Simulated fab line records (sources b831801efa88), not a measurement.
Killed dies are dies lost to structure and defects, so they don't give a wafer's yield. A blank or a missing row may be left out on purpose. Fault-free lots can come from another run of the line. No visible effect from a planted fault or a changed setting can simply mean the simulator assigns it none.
fab line records + flow sky130 + part 2 of 2: steps 34 to 45 of 45
record
- lots=5
- wafers=15
- lastDay=49
route steps=708 shown VT_ADJUST_LVTN@117 VT_ADJUST_NCORE@119 VT_ADJUST_HVTR@131 VT_ADJUST_PCH@143 SONOS_TUNNEL@154
lots with no fault: from the same line, run without faults
startH: start of the lot's first displayed wafer, in hours after the record's first day + waitH: hours elapsed since this lot's preceding step + " same as the row above + L1.1+2: several wafers, shown together as one row + - no value, or no start given + * or withheld: withheld + < > ~ a bound
route shown NAME@n: names a module that has steps shown in the file, with the first one's number in the route + usual: average and standard deviation across the fault-free wafers + same: alike in all rows + chamber/n: place in a boat + sites: per-site readings + _std_site: the standard deviation of these + _edge_site: mean of outer sites minus mean of inner sites + radiusMm: for every site, how far away it sits from the centre of the wafer + mask NAME#n: copy n + behind: the last tool/chamber to shape the wafer + hold: what put the lot on hold/how long, in hours/how the hold closed + device: the transistor (n, p or np) that didn't switch + end of line: the same wafers' tests at the end of the route + where a step has no rows: the recipe by itself + killed: not the wafer's yield, but the dies lost to structure and defects at the first sort + map: per-die view of a wafer (x killed, . not killed, _ where there is no die)
set.NAME: setting as actually run; set.NAME@STEP: the setting as run at that earlier step + model.NAME: the simulator's own value behind a step, which no gauge read
lots at selected steps of the route; one table per step, one row per wafer
services: when a tool's chamber went out of use (startH, in hours from the record's first day, below 0 if earlier), for how many hours, and the reason
## steps
# step SKY_VT_ADJUST_PCH_OVL_MEAS_07
# usual
- VT_ADJUST_PCH_OVL=0.4/1.4
| lot.wafer | tool       | chamber | startH | waitH | VT_ADJUST_PCH_OVL[nm] |
|-----------|------------|---------|--------|-------|-----------------------|
| L074.2    | overlay-02 | -       | 232.52 | -     | 1.6                   |
| L074.4    | "          | -       | "      | "     | 2.6                   |
| L074.5    | "          | -       | "      | "     | 2.0                   |
| L076.1    | overlay-02 | -       | 239.28 | -     | -1.6                  |
| L076.3    | "          | -       | "      | "     | 1.4                   |
| L076.6    | "          | -       | "      | "     | 2.7                   |
| L077.2    | overlay-01 | -       | 248.00 | -     | -2.3                  |
| L077.3    | "          | -       | "      | "     | -1.0                  |
| L077.6    | "          | -       | "      | "     | -3.0                  |
| L080.2    | overlay-01 | -       | 270.39 | -     | 2.4                   |
| L080.5    | "          | -       | "      | "     | 0.6                   |
| L080.6    | "          | -       | "      | "     | -0.5                  |
| L092.2    | overlay-02 | -       | 367.44 | -     | 3.3                   |
| L092.3    | "          | -       | "      | "     | -0.3                  |
| L092.5    | "          | -       | "      | "     | -0.5                  |
# step SKY_VT_ADJUST_PCH_IMPLANT_08
# recipe
- species=B
- energyKev=10
- doseCm2=5e+11
- tiltDeg=withheld
# usual
- beamEnergyKeV=9.999/0.003
- faradayCurrentUA=2.81/0.056
| lot.wafer | tool         | chamber | startH | waitH | beamEnergyKeV | faradayCurrentUA |
|-----------|--------------|---------|--------|-------|---------------|------------------|
| L074.2    | implanter-01 | 0       | 232.58 | 0.0   | 9.999         | 2.87             |
| L074.4    | "            | 0       | "      | "     | 9.999         | 2.85             |
| L074.5    | "            | 0       | "      | "     | 10.000        | 2.82             |
| L076.1    | implanter-01 | 0       | 239.32 | 0.0   | 9.999         | 2.77             |
| L076.3    | "            | 0       | "      | "     | 9.998         | 2.85             |
| L076.6    | "            | 0       | "      | "     | 9.995         | 2.83             |
| L077.2    | implanter-01 | 0       | 248.05 | 0.0   | 9.999         | 2.80             |
| L077.3    | "            | 0       | "      | "     | 10.004        | 2.77             |
| L077.6    | "            | 0       | "      | "     | 10.001        | 2.86             |
| L080.2    | implanter-04 | 0       | 270.44 | 0.0   | 9.999         | 2.78             |
| L080.5    | "            | 0       | "      | "     | 9.997         | 2.91             |
| L080.6    | "            | 0       | "      | "     | 9.995         | 2.78             |
| L092.2    | implanter-04 | 0       | 367.49 | 0.0   | 10.001        | 2.90             |
| L092.3    | "            | 0       | "      | "     | 9.998         | 2.77             |
| L092.5    | "            | 0       | "      | "     | 10.008        | 2.83             |
# step SKY_VT_ADJUST_PCH_STRIP_09
# recipe
- chemistry=O2/N2
- powerW=1400
- pressureMtorr=1500
- platenTempC=withheld
- o2FlowSccm=3000
- n2FlowSccm=300
- overashFraction=0.5
# usual
- chamberPressureMTorr=1500.0/1.3
- drypumpMotorCurrentA=5.6/0.53
- oesProductAu=0.722/0.0044
- stripTimeToEndpointS=36.87/0.11
# same
- overashFraction=0.5
| lot.wafer | tool           | chamber | startH | waitH | chamberPressureMTorr | drypumpMotorCurrentA | oesProductAu | rfHoursCounterH | stripTimeToEndpointS |
|-----------|----------------|---------|--------|-------|----------------------|----------------------|--------------|-----------------|----------------------|
| L074.2    | plasmaAsher-01 | 0       | 232.70 | 0.1   | 1498.8               | 6.3                  | 0.723        | 55              | 36.98                |
| L074.4    | "              | 0       | "      | "     | 1501.4               | 6.3                  | 0.722        | -               | 36.98                |
| L074.5    | "              | 1       | "      | "     | 1501.0               | 5.6                  | 0.725        | -               | 36.98                |
| L076.1    | plasmaAsher-04 | 0       | 239.47 | 0.1   | 1500.4               | 5.0                  | 0.734        | 44              | 36.95                |
| L076.3    | "              | 0       | "      | "     | 1500.0               | 5.0                  | 0.726        | -               | 36.82                |
| L076.6    | "              | 0       | "      | "     | 1500.9               | 5.0                  | 0.718        | -               | 36.89                |
| L077.2    | plasmaAsher-04 | 0       | 248.18 | 0.1   | 1500.6               | 5.0                  | 0.726        | 44              | 36.80                |
| L077.3    | "              | 1       | "      | "     | 1499.3               | 5.2                  | 0.720        | -               | 36.75                |
| L077.6    | "              | 0       | "      | "     | 1501.6               | 5.0                  | 0.723        | -               | 36.93                |
| L080.2    | plasmaAsher-02 | 0       | 270.57 | 0.1   | 1498.1               | 5.0                  | 0.719        | 14              | 36.95                |
| L080.5    | "              | 1       | "      | "     | 1499.7               | 6.1                  | 0.721        | -               | 36.93                |
| L080.6    | "              | 0       | "      | "     | 1499.2               | 5.0                  | 0.717        | -               | 36.91                |
| L092.2    | plasmaAsher-01 | 1       | 367.62 | 0.1   | 1498.8               | 5.7                  | 0.721        | 66              | 36.86                |
| L092.3    | "              | 0       | "      | "     | 1498.5               | 6.3                  | 0.720        | -               | 36.83                |
| L092.5    | "              | 0       | "      | "     | 1500.2               | 6.4                  | 0.725        | -               | 37.00                |
# step SKY_VT_ADJUST_PCH_TW_MEAS_10
# usual
- VT_ADJUST_PCH_TW=143.9/2
| lot.wafer | tool         | chamber | startH | waitH | VT_ADJUST_PCH_TW |
|-----------|--------------|---------|--------|-------|------------------|
| L074.2    | filmMetro-03 | -       | 232.81 | 0.1   | 139.5            |
| L074.4    | "            | -       | "      | "     | 140.9            |
| L074.5    | "            | -       | "      | "     | 140.2            |
| L076.1    | filmMetro-01 | -       | 239.57 | 0.1   | 144.3            |
| L076.3    | "            | -       | "      | "     | 145.3            |
| L076.6    | "            | -       | "      | "     | 144.5            |
| L077.2    | filmMetro-04 | -       | 248.29 | 0.1   | 143.3            |
| L077.3    | "            | -       | "      | "     | 143.6            |
| L077.6    | "            | -       | "      | "     | 143.1            |
| L080.2    | filmMetro-01 | -       | 270.68 | 0.1   | 144.8            |
| L080.5    | "            | -       | "      | "     | 144.6            |
| L080.6    | "            | -       | "      | "     | 145.6            |
| L092.2    | filmMetro-01 | -       | 367.73 | 0.1   | 144.9            |
| L092.3    | "            | -       | "      | "     | 145.6            |
| L092.5    | "            | -       | "      | "     | 146.3            |
# step SKY_SONOS_TUNNEL_DEHYDRATE_00
# recipe
- tempC=200
- timeS=60
| lot.wafer  | tool          | chamber | startH | waitH |
|------------|---------------|---------|--------|-------|
| L074.2+4+5 | lithoTrack-03 | 0       | 243.20 | 10.4  |
| L076.1+3+6 | lithoTrack-03 | 0       | 251.43 | 11.8  |
| L077.2+3+6 | lithoTrack-02 | 0       | 259.76 | 11.5  |
| L080.2+5+6 | lithoTrack-01 | 0       | 282.76 | 12.1  |
| L092.2+3+5 | lithoTrack-02 | 0       | 381.81 | 14.1  |
# step SKY_SONOS_TUNNEL_HMDS_01
# recipe
- primeTimeS=60
- primeTempC=120
| lot.wafer  | tool          | chamber | startH | waitH |
|------------|---------------|---------|--------|-------|
| L074.2+4+5 | lithoTrack-03 | 0       | 243.35 | 0.1   |
| L076.1+3+6 | lithoTrack-03 | 0       | 251.58 | 0.1   |
| L077.2+3+6 | lithoTrack-02 | 0       | 259.91 | 0.1   |
| L080.2+5+6 | lithoTrack-01 | 0       | 282.91 | 0.1   |
| L092.2+3+5 | lithoTrack-02 | 0       | 381.96 | 0.1   |
# step SKY_SONOS_TUNNEL_COAT_02
# recipe
- resist=NOVOLAK
- spinRpm=3000
- resistThkNm=1140
| lot.wafer  | tool          | chamber | startH | waitH |
|------------|---------------|---------|--------|-------|
| L074.2+4+5 | lithoTrack-03 | 0       | 243.50 | 0.1   |
| L076.1+3+6 | lithoTrack-03 | 0       | 251.73 | 0.1   |
| L077.2+3+6 | lithoTrack-02 | 0       | 260.06 | 0.1   |
| L080.2+5+6 | lithoTrack-01 | 0       | 283.06 | 0.1   |
| L092.2+3+5 | lithoTrack-02 | 0       | 382.11 | 0.1   |
# step SKY_SONOS_TUNNEL_SOFTBAKE_03
# recipe
- tempC=90
- timeS=60
- resist=NOVOLAK
| lot.wafer  | tool          | chamber | startH | waitH |
|------------|---------------|---------|--------|-------|
| L074.2+4+5 | lithoTrack-03 | 0       | 243.65 | 0.1   |
| L076.1+3+6 | lithoTrack-03 | 0       | 251.88 | 0.1   |
| L077.2+3+6 | lithoTrack-02 | 0       | 260.21 | 0.1   |
| L080.2+5+6 | lithoTrack-01 | 0       | 283.21 | 0.1   |
| L092.2+3+5 | lithoTrack-02 | 0       | 382.26 | 0.1   |
# step SKY_SONOS_TUNNEL_EXPOSE_04
# recipe
- maskId=TUNM
- na=0.6
- sourceShape=conventional
- sigmaOuter=0.6
- polarization=unpolarized
- targetCdNm=410
- doseMj=136
| lot.wafer  | tool            | chamber | startH | waitH | mask   |
|------------|-----------------|---------|--------|-------|--------|
| L074.2+4+5 | ilineStepper-02 | 0       | -      | -     | TUNM#0 |
| L076.1+3+6 | ilineStepper-01 | 0       | -      | -     | TUNM#0 |
| L077.2+3+6 | ilineStepper-02 | 0       | -      | -     | TUNM#0 |
| L080.2+5+6 | ilineStepper-01 | 0       | -      | -     | TUNM#0 |
| L092.2+3+5 | ilineStepper-02 | 0       | -      | -     | TUNM#0 |
# step SKY_SONOS_TUNNEL_PEB_05
# recipe
- tempC=withheld
- timeS=*
- resist=NOVOLAK
| lot.wafer  | tool          | chamber | startH | waitH |
|------------|---------------|---------|--------|-------|
| L074.2+4+5 | lithoTrack-01 | 0       | -      | -     |
| L076.1+3+6 | lithoTrack-02 | 0       | -      | -     |
| L077.2+3+6 | lithoTrack-02 | 0       | -      | -     |
| L080.2+5+6 | lithoTrack-01 | 0       | -      | -     |
| L092.2+3+5 | lithoTrack-01 | 0       | -      | -     |
# step SKY_SONOS_TUNNEL_DEVELOP_06
# recipe
- resist=NOVOLAK
- developer=TMAH
- developTimeS=62.18
- devTempC=23
| lot.wafer  | tool          | chamber | startH | waitH |
|------------|---------------|---------|--------|-------|
| L074.2+4+5 | lithoTrack-01 | 0       | 255.61 | 0.1   |
| L076.1+3+6 | lithoTrack-02 | 0       | 263.23 | 0.1   |
| L077.2+3+6 | lithoTrack-02 | 0       | 271.56 | 0.1   |
| L080.2+5+6 | lithoTrack-01 | 0       | 295.31 | 0.1   |
| L092.2+3+5 | lithoTrack-01 | 0       | 396.91 | 0.1   |
# step SKY_SONOS_TUNNEL_CD_MEAS_07
# recipe
- targetCdNm=410
# usual
- cdNm=409.6/2.5
| lot.wafer | tool     | chamber | startH | waitH | cdNm  |
|-----------|----------|---------|--------|-------|-------|
| L074.2    | cdSem-01 | -       | 255.75 | 0.1   | 411.8 |
| L074.4    | "        | -       | "      | "     | 413.4 |
| L074.5    | "        | -       | "      | "     | 409.4 |
| L076.1    | cdSem-02 | -       | 263.38 | 0.1   | 410.9 |
| L076.3    | "        | -       | "      | "     | 413.5 |
| L076.6    | "        | -       | "      | "     | 410.8 |
| L077.2    | cdSem-02 | -       | 271.70 | 0.1   | 410.2 |
| L077.3    | "        | -       | "      | "     | 410.7 |
| L077.6    | "        | -       | "      | "     | 413.2 |
| L080.2    | cdSem-02 | -       | 295.45 | 0.1   | 407.1 |
| L080.5    | "        | -       | "      | "     | 411.3 |
| L080.6    | "        | -       | "      | "     | 408.5 |
| L092.2    | cdSem-01 | -       | 397.05 | 0.1   | 405.6 |
| L092.3    | "        | -       | "      | "     | 406.6 |
| L092.5    | "        | -       | "      | "     | 406.4 |
## services
| tool            | chamber | startH | hours | kind                     |
|-----------------|---------|--------|-------|--------------------------|
| implanter-02    | -       | 158.29 | 1.1   | repair                   |
| implanter-04    | -       | 166.37 | 2.8   | pm                       |
| implanter-01    | -       | 167.13 | 2.2   | repair                   |
| plasmaAsher-03  | -       | 174.20 | 0.9   | repair                   |
| implanter-01    | -       | 180.43 | 4.9   | pm                       |
| ilineStepper-02 | -       | 186.10 | 2.1   | pm                       |
| ilineStepper-01 | -       | 200.28 | 1.7   | pm                       |
| implanter-04    | -       | 215.44 | 7.0   | repair                   |
| ilineStepper-02 | -       | 215.89 | 1.7   | pm                       |
| implanter-03    | -       | 220.57 | 2.6   | repair                   |
| implanter-03    | -       | 221.53 | 3.0   | repair                   |
| implanter-02    | -       | 233.94 | 150.4 | pm                       |
| plasmaAsher-03  | -       | 237.18 | 1.0   | repair                   |
| lithoTrack-02   | -       | 251.04 | -     | consumableReplace:filter |
| ilineStepper-01 | -       | 297.25 | 4.4   | pm                       |
| implanter-01    | -       | 310.20 | 3.1   | repair                   |
| implanter-03    | -       | 328.95 | 8.1   | repair                   |
| ilineStepper-02 | -       | 331.15 | 1.3   | repair                   |
| plasmaAsher-01  | -       | 340.88 | 14.6  | pm                       |
| implanter-03    | -       | 358.23 | 3.8   | repair                   |
| implanter-04    | -       | 373.93 | 15.5  | pm                       |
| plasmaAsher-03  | -       | 378.43 | 1.0   | repair                   |
| implanter-01    | -       | 384.93 | 1.9   | repair                   |
| plasmaAsher-03  | -       | 396.92 | 2.8   | pm                       |
